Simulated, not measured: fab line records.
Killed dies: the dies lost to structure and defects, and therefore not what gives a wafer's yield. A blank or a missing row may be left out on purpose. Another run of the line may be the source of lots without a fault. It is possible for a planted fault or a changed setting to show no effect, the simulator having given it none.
fab line records | flow sky130
[record] lots = 13 | wafers = 39 | last-day = 50
route steps=708 shown SD_N@354 LI_CONTACT@363 PAD_OPEN@708
lots that met no fault: taken from a fault-free run of the same line
start-h: start of the lot's first displayed wafer, in hours after the record's first day | wait-h: time in hours since the lot's previous step | " same as the row above | L1.1+2: a single row standing in for several wafers | - either no value or no given start | * or withheld: withheld | < > ~ a bound
route shown NAME@n: NAME is a module with steps in the file, n the number in the route of the first one | usual: average and standard deviation across the fault-free wafers | same: alike in all rows | chamber/n: place in a boat | sites: per-site readings | _std_site: the values' standard deviation | _edge_site: inner sites' mean taken away from outer sites' mean | radius-mm: how far each site lies from the wafer's centre | mask NAME#n: copy n | behind: tool/chamber where the wafer was last shaped | hold: cause of the lot's hold/its duration in hours/its outcome | device: the transistor (n, p or np) that didn't switch | end of line: the same wafers' tests at the end of the route | a step given without rows: its recipe and nothing more | killed: at the first sort, the dies lost to defects and structure; wafer yield is something else | map: the dies of a wafer, with x for killed, . for not killed, _ for no die there
set.NAME: the setting the step ran with; set.NAME@STEP: the setting that earlier step ran with | model.NAME: the simulator's own value behind a step, which no gauge read
the route's steps for a sample of lots (tables are steps, rows are wafers)
services: the hour from which a tool's chamber was out of use, counted from the record's first day as start-h (under 0 if before that day), plus the number of hours and why
[[steps]]
[step SKY_SD_N_TW_MEAS_12]
[usual] SD_N_TW = 4008/28
lot.wafer | tool          | chamber | start-h | wait-h | SD_N_TW
L256.1    | film-metro-03 | -       | 639.38  | 0.1    | 3958
L256.2    | "             | -       | "       | "      | 3947
L256.6    | "             | -       | "       | "      | 3953
L258.1    | film-metro-04 | -       | 664.93  | 0.1    | 3985
L258.2    | "             | -       | "       | "      | 4009
L258.5    | "             | -       | "       | "      | 3997
L259.2    | film-metro-02 | -       | 669.74  | 0.1    | 4029
L259.3    | "             | -       | "       | "      | 4055
L259.6    | "             | -       | "       | "      | 4069
L260.1    | film-metro-04 | -       | 684.28  | 0.1    | 4006
L260.3    | "             | -       | "       | "      | 4001
L260.4    | "             | -       | "       | "      | 4006
L261.3    | film-metro-04 | -       | 692.50  | 0.1    | 4041
L261.4    | "             | -       | "       | "      | 4026
L261.6    | "             | -       | "       | "      | 4030
L263.3    | film-metro-02 | -       | 702.20  | 0.1    | 4037
L263.5    | "             | -       | "       | "      | 4047
L263.6    | "             | -       | "       | "      | 4044
L265.2    | film-metro-04 | -       | 727.34  | 0.1    | 4010
L265.4    | "             | -       | "       | "      | 4000
L265.5    | "             | -       | "       | "      | 4009
L267.1    | film-metro-02 | -       | 743.98  | 0.1    | 4048
L267.3    | "             | -       | "       | "      | 4032
L267.4    | "             | -       | "       | "      | 4020
L268.1    | film-metro-02 | -       | 744.43  | 0.1    | 4009
L268.3    | "             | -       | "       | "      | 3982
L268.6    | "             | -       | "       | "      | 3996
L275.1    | film-metro-03 | -       | 796.98  | 0.1    | 4010
L275.4    | "             | -       | "       | "      | 3984
L275.5    | "             | -       | "       | "      | 3987
L277.4    | film-metro-03 | -       | 807.11  | 0.1    | 3976
L277.5    | "             | -       | "       | "      | 3983
L277.6    | "             | -       | "       | "      | 3982
L278.2    | film-metro-03 | -       | 817.44  | 0.1    | 3975
L278.4    | "             | -       | "       | "      | 3976
L278.6    | "             | -       | "       | "      | 3964
L279.2    | film-metro-04 | -       | 823.94  | 0.1    | 4033
L279.4    | "             | -       | "       | "      | 4022
L279.5    | "             | -       | "       | "      | 4012
[step SKY_LI_CONTACT_THK_MEAS_01]
[recipe] reads = PSG_of_LI_CONTACT_HDPCVD_00
[usual] LI_CONTACT_HDPCVD_THK = 931/9.4
lot.wafer | tool          | chamber | start-h | wait-h | LI_CONTACT_HDPCVD_THK[nm]
L256.1    | film-metro-02 | -       | 640.15  | 0.1    | 923
L256.2    | "             | -       | "       | "      | 924
L256.6    | "             | -       | "       | "      | 919
L258.1    | film-metro-02 | -       | 665.71  | 0.1    | 935
L258.2    | "             | -       | "       | "      | 930
L258.5    | "             | -       | "       | "      | 948
L259.2    | film-metro-02 | -       | 670.50  | 0.1    | 951
L259.3    | "             | -       | "       | "      | 943
L259.6    | "             | -       | "       | "      | 937
L260.1    | film-metro-04 | -       | 685.04  | 0.1    | 916
L260.3    | "             | -       | "       | "      | 914
L260.4    | "             | -       | "       | "      | 906
L261.3    | film-metro-03 | -       | 693.26  | 0.1    | 923
L261.4    | "             | -       | "       | "      | 923
L261.6    | "             | -       | "       | "      | 931
L263.3    | film-metro-02 | -       | 703.02  | 0.1    | 925
L263.5    | "             | -       | "       | "      | 924
L263.6    | "             | -       | "       | "      | 930
L265.2    | film-metro-02 | -       | 728.11  | 0.1    | 925
L265.4    | "             | -       | "       | "      | 933
L265.5    | "             | -       | "       | "      | 937
L267.1    | film-metro-03 | -       | 744.84  | 0.1    | 931
L267.3    | "             | -       | "       | "      | 929
L267.4    | "             | -       | "       | "      | 932
L268.1    | film-metro-03 | -       | 745.19  | 0.1    | 918
L268.3    | "             | -       | "       | "      | 928
L268.6    | "             | -       | "       | "      | 919
L275.1    | film-metro-04 | -       | 797.75  | 0.1    | 936
L275.4    | "             | -       | "       | "      | 932
L275.5    | "             | -       | "       | "      | 942
L277.4    | film-metro-04 | -       | 807.87  | 0.0    | 938
L277.5    | "             | -       | "       | "      | 939
L277.6    | "             | -       | "       | "      | 939
L278.2    | film-metro-02 | -       | 818.21  | 0.1    | 939
L278.4    | "             | -       | "       | "      | 935
L278.6    | "             | -       | "       | "      | 933
L279.2    | film-metro-02 | -       | 824.71  | 0.1    | 934
L279.4    | "             | -       | "       | "      | 932
L279.5    | "             | -       | "       | "      | 938
[step SKY_LI_CONTACT_EXPOSE_09]
[recipe] mask-id = LICM1 | na = 0.8 | source-shape = annular | sigma-inner = 0.55 | sigma-outer = 0.85 | target-cd-nm = 170 | dose-mj = 38
lot.wafer  | tool           | chamber | start-h | wait-h | mask
L256.1+2+6 | krf-scanner-01 | 0       | 655.13  | -      | LICM1#0
L258.1+2+5 | krf-scanner-02 | 0       | 681.17  | -      | LICM1#0
L259.2+3+6 | krf-scanner-02 | 0       | 685.79  | -      | LICM1#0
L260.1+3+4 | krf-scanner-02 | 0       | 699.08  | -      | LICM1#0
L261.3+4+6 | krf-scanner-02 | 0       | 708.32  | -      | LICM1#0
L263.3+5+6 | krf-scanner-02 | 0       | 717.51  | -      | LICM1#0
L265.2+4+5 | krf-scanner-01 | 0       | 743.01  | -      | LICM1#0
L267.1+3+4 | krf-scanner-01 | 0       | 758.18  | -      | LICM1#0
L268.1+3+6 | krf-scanner-01 | 0       | 759.77  | -      | LICM1_R1#0
L275.1+4+5 | krf-scanner-01 | 0       | 810.73  | -      | LICM1#0
L277.4+5+6 | krf-scanner-02 | 0       | 821.38  | -      | LICM1#0
L278.2+4+6 | krf-scanner-01 | 0       | 832.01  | -      | LICM1#0
L279.2+4+5 | krf-scanner-02 | 0       | 837.61  | -      | LICM1#0
[step SKY_LI_CONTACT_CD_MEAS_12]
[recipe] target-cd-nm = 170
[usual] cd-nm = 169.7/1.4
lot.wafer | tool      | chamber | start-h | wait-h | cd-nm
L256.1    | cd-sem-02 | -       | 668.67  | -      | 168.7
L256.2    | "         | -       | "       | "      | 169.0
L256.6    | "         | -       | "       | "      | 168.7
L258.1    | cd-sem-01 | -       | 694.72  | -      | 170.8
L258.2    | "         | -       | "       | "      | 170.7
L258.5    | "         | -       | "       | "      | 170.6
L259.2    | cd-sem-01 | -       | 699.45  | -      | 169.6
L259.3    | "         | -       | "       | "      | 169.0
L259.6    | "         | -       | "       | "      | 169.1
L260.1    | cd-sem-02 | -       | 713.47  | -      | 170.8
L260.3    | "         | -       | "       | "      | 168.3
L260.4    | "         | -       | "       | "      | 170.3
L261.3    | cd-sem-02 | -       | 721.31  | -      | 168.1
L261.4    | "         | -       | "       | "      | 166.7
L261.6    | "         | -       | "       | "      | 168.0
L263.3    | cd-sem-01 | -       | 731.42  | -      | 170.9
L263.5    | "         | -       | "       | "      | 171.5
L263.6    | "         | -       | "       | "      | 169.3
L265.2    | cd-sem-02 | -       | 755.40  | -      | 168.6
L265.4    | "         | -       | "       | "      | 170.0
L265.5    | "         | -       | "       | "      | 167.7
L267.1    | cd-sem-01 | -       | 771.47  | -      | 168.2
L267.3    | "         | -       | "       | "      | 169.4
L267.4    | "         | -       | "       | "      | 168.8
L268.1    | cd-sem-02 | -       | 773.22  | -      | 149.0
L268.3    | "         | -       | "       | "      | 149.6
L268.6    | "         | -       | "       | "      | 148.9
L275.1    | cd-sem-02 | -       | 823.92  | -      | 170.2
L275.4    | "         | -       | "       | "      | 168.8
L275.5    | "         | -       | "       | "      | 170.9
L277.4    | cd-sem-01 | -       | 834.33  | -      | 169.7
L277.5    | "         | -       | "       | "      | 168.8
L277.6    | "         | -       | "       | "      | 168.6
L278.2    | cd-sem-02 | -       | 844.70  | -      | 170.5
L278.4    | "         | -       | "       | "      | 171.1
L278.6    | "         | -       | "       | "      | 171.6
L279.2    | cd-sem-01 | -       | 850.45  | -      | 168.2
L279.4    | "         | -       | "       | "      | 170.6
L279.5    | "         | -       | "       | "      | 169.6
[step SKY_LI_CONTACT_SPUTTER_19]
[recipe] material = Ti | target-thk-nm = 20 | chamber-pressure-pa = 5 | power-w = 2500 | substrate-temp-c = 200 | time-s = 106.37
[usual] throttle-valve-pct = 29.9/0.93
[same] time-s = 106.37
lot.wafer | tool           | chamber | start-h | wait-h | throttle-valve-pct
L256.1    | pvd-sputter-04 | -       | 669.26  | 0.0    | 29.2
L256.2    | "              | -       | "       | "      | 29.6
L256.6    | "              | -       | "       | "      | 31.8
L258.1    | pvd-sputter-01 | -       | 695.30  | 0.0    | 31.3
L258.2    | "              | -       | "       | "      | 30.1
L258.5    | "              | -       | "       | "      | 30.4
L259.2    | pvd-sputter-03 | -       | 700.01  | 0.0    | 28.8
L259.3    | "              | -       | "       | "      | 30.4
L259.6    | "              | -       | "       | "      | 28.8
L260.1    | pvd-sputter-03 | -       | 714.05  | 0.0    | 29.0
L260.3    | "              | -       | "       | "      | 29.1
L260.4    | "              | -       | "       | "      | 30.8
L261.3    | pvd-sputter-03 | -       | 722.02  | 0.0    | 28.9
L261.4    | "              | -       | "       | "      | 29.0
L261.6    | "              | -       | "       | "      | 29.2
L263.3    | pvd-sputter-03 | -       | 731.97  | 0.0    | 30.8
L263.5    | "              | -       | "       | "      | 28.9
L263.6    | "              | -       | "       | "      | 30.4
L265.2    | pvd-sputter-01 | -       | 755.97  | 0.0    | 29.6
L265.4    | "              | -       | "       | "      | 30.1
L265.5    | "              | -       | "       | "      | 29.8
L267.1    | pvd-sputter-01 | -       | 772.05  | 0.0    | 31.1
L267.3    | "              | -       | "       | "      | 30.2
L267.4    | "              | -       | "       | "      | 29.9
L268.1    | pvd-sputter-03 | -       | 773.80  | 0.0    | 28.7
L268.3    | "              | -       | "       | "      | 29.1
L268.6    | "              | -       | "       | "      | 31.0
L275.1    | pvd-sputter-03 | -       | 824.50  | 0.0    | 30.5
L275.4    | "              | -       | "       | "      | 30.8
L275.5    | "              | -       | "       | "      | 28.9
L277.4    | pvd-sputter-01 | -       | 834.86  | 0.0    | 30.8
L277.5    | "              | -       | "       | "      | 30.6
L277.6    | "              | -       | "       | "      | 31.5
L278.2    | pvd-sputter-03 | -       | 845.50  | 0.0    | 28.9
L278.4    | "              | -       | "       | "      | 29.1
L278.6    | "              | -       | "       | "      | 31.2
L279.2    | pvd-sputter-03 | -       | 851.21  | 0.0    | 28.9
L279.4    | "              | -       | "       | "      | 30.3
L279.5    | "              | -       | "       | "      | 29.0
[step SKY_PAD_OPEN_PROBE_99]
[usual] killed_at_M0_to_M3 = 44/7.7 | killed_at_M4_up = 3.2/1.7 | killed-at-contacts = 24/5.3 | killed-at-front-end = 15/4.3 | killed-at-other = 0.3/0.57 | killed-dies = 87/11 | killed-on-rim = 17/3.8 | killed-open = 47/7.4 | killed-short = 40/6.5
[same] gross-dies = 492 | killed-at-back-side = 0
lot.wafer | tool      | chamber | start-h | wait-h | killed_at_M0_to_M3 | killed_at_M4_up | killed-at-contacts | killed-at-front-end | killed-at-other | killed-dies | killed-on-rim | killed-open | killed-short
L263.3    | prober-01 | -       | 1117.47 | 0.2    | 48                 | 2               | 34                 | 20                  | 0               | 104         | 23            | 52          | 52
L263.5    | prober-01 | -       | 1117.57 | 0.2    | 43                 | 2               | 22                 | 16                  | 1               | 84          | 17            | 49          | 35
L263.6    | prober-01 | -       | 1117.62 | 0.2    | 47                 | 4               | 25                 | 19                  | 0               | 95          | 18            | 54          | 41
L265.2    | prober-01 | -       | 1133.65 | 0.1    | 38                 | 4               | 17                 | 17                  | 0               | 76          | 9             | 41          | 35
L265.4    | prober-01 | -       | 1133.75 | 0.2    | 50                 | 6               | 23                 | 20                  | 0               | 99          | 22            | 53          | 46
L265.5    | prober-01 | -       | 1133.80 | 0.2    | 43                 | 2               | 24                 | 9                   | 0               | 78          | 17            | 48          | 29
L268.1    | prober-02 | -       | 1145.80 | 0.1    | 41                 | 4               | 44                 | 21                  | 0               | 110         | 38            | 47          | 44
L268.3    | prober-02 | -       | 1145.90 | 0.2    | 50                 | 3               | 40                 | 18                  | 1               | 112         | 29            | 48          | 48
L268.6    | prober-02 | -       | 1146.05 | 0.2    | 45                 | 3               | 32                 | 23                  | 0               | 103         | 27            | 39          | 51
// killed by level:class
L263.3 LI_CONTACT:geometric-particle:open=11 VIA2:geometric-particle:open=10 FIELD_ISO:geometric-particle:open=9 METAL1:geometric-particle:short=9 CONTACT:geometric-particle:short=8 VIA1:geometric-particle:open=7 FIELD_ISO:geometric-particle:short=5 LI_CONTACT:geometric-particle:short=5
L263.5 VIA1:geometric-particle:open=11 CONTACT:geometric-particle:short=9 VIA2:geometric-particle:open=9 LI_CONTACT:geometric-particle:open=5 METAL1:geometric-particle:short=5 VIA3:geometric-particle:open=5 FIELD_ISO:geometric-particle:open=4 POLY_GATE:geometric-particle:short=4
L263.6 CONTACT:geometric-particle:open=12 VIA1:geometric-particle:open=11 FIELD_ISO:geometric-particle:open=7 LI_CONTACT:geometric-particle:open=7 VIA1:geometric-particle:short=6 METAL2:geometric-particle:short=6 VIA2:geometric-particle:open=5 CONTACT:geometric-particle:short=4
L265.2 VIA1:geometric-particle:open=8 VIA3:geometric-particle:open=8 LI_CONTACT:geometric-particle:open=7 CONTACT:geometric-particle:open=6 POLY_GATE:geometric-particle:short=5 FIELD_ISO:geometric-particle:short=4 VIA1:geometric-particle:short=4 VIA2:geometric-particle:open=4
L265.4 VIA1:geometric-particle:open=13 CONTACT:geometric-particle:short=8 METAL2:geometric-particle:short=8 VIA2:geometric-particle:open=8 CONTACT:geometric-particle:open=6 VIA3:geometric-particle:open=6 POLY_GATE:geometric-particle:open=5 LI_CONTACT:geometric-particle:open=5
L265.5 VIA1:geometric-particle:open=13 CONTACT:geometric-particle:open=9 VIA3:geometric-particle:open=8 LI_CONTACT:geometric-particle:open=8 VIA3:geometric-particle:short=4 CONTACT:geometric-particle:short=4 LI_CONTACT:geometric-particle:short=3 METAL1:geometric-particle:short=3
L268.1 LI_CONTACT:area-expose=19 FIELD_ISO:geometric-particle:open=9 VIA3:geometric-particle:open=8 METAL2:geometric-particle:short=8 LI_CONTACT:geometric-particle:short=7 VIA1:geometric-particle:open=7 LI_CONTACT:geometric-particle:open=6 CONTACT:geometric-particle:short=5
L268.3 LI_CONTACT:area-expose=16 VIA3:geometric-particle:open=11 FIELD_ISO:geometric-particle:short=7 VIA2:geometric-particle:open=7 LI_CONTACT:geometric-particle:open=7 CONTACT:geometric-particle:open=6 VIA1:geometric-particle:open=6 METAL2:geometric-particle:short=5
L268.6 LI_CONTACT:area-expose=13 FIELD_ISO:geometric-particle:short=8 METAL1:geometric-particle:short=7 METAL2:geometric-particle:short=7 VIA1:geometric-particle:open=6 VIA3:geometric-particle:short=6 FIELD_ISO:geometric-particle:open=5 LOCAL_INTERCONNECT:geometric-particle:short=5
[[services]]
tool           | chamber | start-h | hours | kind
pvd-sputter-01 | -       | 637.74  | 9.2   | repair
krf-scanner-01 | -       | 639.32  | 4.4   | pm
pvd-sputter-04 | -       | 655.05  | 2.6   | repair
krf-scanner-02 | -       | 657.59  | 1.3   | pm
krf-scanner-02 | -       | 716.37  | 0.4   | repair
pvd-sputter-01 | -       | 717.10  | 16.7  | repair
krf-scanner-01 | -       | 728.21  | 0.8   | pm
pvd-sputter-04 | -       | 733.21  | 8.5   | repair
krf-scanner-01 | -       | 743.60  | 1.0   | pm
krf-scanner-02 | -       | 748.37  | 0.8   | pm
pvd-sputter-01 | -       | 758.97  | 0.6   | repair
krf-scanner-02 | -       | 759.14  | 1.0   | pm
pvd-sputter-01 | -       | 768.21  | 3.8   | repair
krf-scanner-02 | -       | 768.73  | 4.0   | pm
krf-scanner-01 | -       | 779.74  | 1.3   | pm
pvd-sputter-01 | -       | 795.78  | 3.4   | repair
pvd-sputter-04 | -       | 808.24  | 1.2   | repair
pvd-sputter-04 | -       | 823.10  | 12.2  | repair
krf-scanner-02 | -       | 828.20  | 7.4   | repair
pvd-sputter-03 | 3       | 832.59  | -     | consumable-replace:kit
pvd-sputter-03 | 3       | 832.59  | 18.0  | scheduled-down
pvd-sputter-03 | 3       | 832.59  | 18.0  | vent-cycle
pvd-sputter-03 | -       | 835.45  | 1.4   | repair
krf-scanner-02 | -       | 835.56  | 1.3   | pm
[[key]]
[first-sign] step = SKY_LI_CONTACT_EXPOSE_09 | reading = mask | direction = changed
[effect] step = SKY_LI_CONTACT_CD_MEAS_12 | reading = cd-nm | direction = down | sigmas = 14 | usual = 169.7 | struck = 149.2
[effect] step = SKY_PAD_OPEN_PROBE_99 | reading = killed-at-contacts | direction = up | sigmas = 2.8 | usual = 24 | struck = 39
[more-kills-born-at] SKY_LI_CONTACT_EXPOSE_09@krf-scanner-01 = 49
met-at SKY_LI_CONTACT_EXPOSE_09
struck-lots L268
tester-left-out L268
not-acting-at SKY_SD_N_TW_MEAS_12,SKY_LI_CONTACT_THK_MEAS_01,SKY_LI_CONTACT_SPUTTER_19
onset-between 758.18 759.77
[fault] kind = wrong-mask | tool = any | chamber = - | onset-h = 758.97 | steps = SKY_LI_CONTACT_EXPOSE_09 | aux-copy = LICM1_R1#0 | cd-offset-nm = -20 | scope = struck-lots-only
// tester-left-out: of these lots the tester's yield and bins aren't shown, on N5 and GAA mostly nor the transistor test; their killed dies are dies lost to structure and defects alone, not to doping, threshold or leakage, so they don't give the yield
